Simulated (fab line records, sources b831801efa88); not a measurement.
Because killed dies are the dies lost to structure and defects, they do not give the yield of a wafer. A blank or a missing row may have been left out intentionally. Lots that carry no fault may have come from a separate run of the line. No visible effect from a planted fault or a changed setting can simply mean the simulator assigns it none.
What tool caused it? :: flow gf180mcu :: 6 lots, 18 wafers sampled, at 2 steps of a route of 602

WHAT THE GAUGES SHOWED, per wafer
GF_M5_CD_MEAS_07 targets a cd of 280 nm.
lot: L865
measured: day 26 19:31
on: cd sem-02
cd nm (nm): 281.4 281.3 281.8

lot: L867
measured: day 27 05:55
on: cd sem-01
cd nm (nm): 279.4 279.4 278.2

lot: L870
measured: day 28 10:22
on: cd sem-02
cd nm (nm): 281.1 281.3 281.0

lot: L872
measured: day 28 21:13
on: cd sem-01
cd nm (nm): 278.8 279.1 278.5

lot: L875
measured: day 29 17:40
on: cd sem-02
cd nm (nm): 280.8 280.5 281.5

lot: L885
measured: day 32 06:44
on: cd sem-01
cd nm (nm): 278.8 279.9 280.6

WHAT TOOL EACH LOT RAN ON (gives the tool, then ch and the chambers of the sampled wafers, and finally the start)
lot: L865
GF_V1_ETCH_16: rie diel-02 ch 0,1,3, day 18 18:59

lot: L867
GF_V1_ETCH_16: rie diel-01 ch 0,1,3, day 19 05:41

lot: L870
GF_V1_ETCH_16: rie diel-03 ch 0,2,3, day 20 18:53

lot: L872
GF_V1_ETCH_16: rie diel-03 ch 0,1,2, day 21 05:35

lot: L875
GF_V1_ETCH_16: rie diel-02 ch 1,3, day 22 06:20

lot: L885
GF_V1_ETCH_16: rie diel-01 ch 0,1, day 25 12:17
- GF_V1_ETCH_16: etches BARC in N2/H2.

THE ANSWER, worked out from the rows above alone
Rule: usual is defined by the lots themselves. Put in order of their means at a reading, lots are off if they are a third of the lots or fewer, leave a main group of 4 or more, and stand apart from it by a gap of 3 or more times the standard deviation of the main group's means; of several such gaps the widest counts. The tables above print the reading to a certain number of digits; a main group whose means all agree to those digits is not used. Also off: a lot with no number at a reading for which 4 or more lots have one. The other lots that the step has rows for count as sound.
No lot is off at any reading shown: from this, nothing can be told.

WHAT THE SIMULATOR HAD PUT IN
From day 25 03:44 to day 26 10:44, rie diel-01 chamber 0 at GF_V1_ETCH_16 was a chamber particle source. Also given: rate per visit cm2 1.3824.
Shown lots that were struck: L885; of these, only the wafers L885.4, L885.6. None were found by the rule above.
